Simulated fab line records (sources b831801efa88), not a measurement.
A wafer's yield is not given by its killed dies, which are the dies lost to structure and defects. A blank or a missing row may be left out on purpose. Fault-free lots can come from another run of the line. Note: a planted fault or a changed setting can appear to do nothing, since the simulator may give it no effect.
Matching of chambers + flow gf180mcu + 4 sister chambers for GF_CONTACT_CMP_27 on cmp-01
The step polishes, stops on SiO2, t overpolish 15 s, target thk 0 nm. 8 wafers are shown with their chamber, then 7 later ones without.

EACH WAFER AND ITS CHAMBER
| wafer  | chamber | motor_current_A (A) | retaining_ring_pressure_frac |
|--------|---------|---------------------|------------------------------|
| L941.6 | 1       | 10.8                | 1.003                        |
| L947.1 | 1       | 10.4                | 1.006                        |
| L955.1 | 2       | 11.4                | 0.994                        |
| L956.2 | 3       | 12.4                | 1.004                        |
| L956.4 | 0       | 10.4                | 1.001                        |
| L956.5 | 0       | 10.3                | 0.999                        |
| L957.1 | 2       | 12.1                | 0.998                        |
| L957.2 | 3       | 11.3                | 0.992                        |

WAFERS WHOSE CHAMBER IS MISSING
| wafer  | motor_current_A (A) | retaining_ring_pressure_frac |
|--------|---------------------|------------------------------|
| L957.6 | 9.7                 | 0.997                        |
| L958.2 | 12.2                | 0.992                        |
| L958.3 | 10.9                | 1.001                        |
| L958.4 | 10.3                | 1.005                        |
| L959.1 | 10.1                | 0.987                        |
| L959.4 | 12.8                | 1.001                        |
| L959.5 | 12.4                | 1.000                        |

EACH ONE'S CHAMBER
| wafer  | from the rows above               | in truth |
|--------|-----------------------------------|----------|
| L957.6 | can't be placed: 0 or 1           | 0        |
| L958.2 | can't be placed: 2 or 3           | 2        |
| L958.3 | can't be placed: 1 or 0 or 2 or 3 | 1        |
| L958.4 | can't be placed: 1 or 0           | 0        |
| L959.1 | can't be placed: 0 or 1 or 2 or 3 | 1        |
| L959.4 | can't be placed: 3 or 2           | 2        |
| L959.5 | can't be placed: 3 or 2           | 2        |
Correctly placed: 0 of 7. These rows do not allow placing 7 (true chamber among the candidates in 7). Placed wrongly: 0.
How it was worked out, from the rows above alone: a wafer's distance from a chamber is the root of the sum, over the readings, of the square of ((its reading less the chamber's mean) divided by the reading's scatter). The wafer belongs to the nearest chamber; if the next one is less than 2 further off, it can't be placed. The mean given for a chamber averages the wafers shown for that chamber. The scatter: the root of (the sum of the squares of (reading less its chamber's mean) over the shown wafers, divided by (wafers less chambers)).
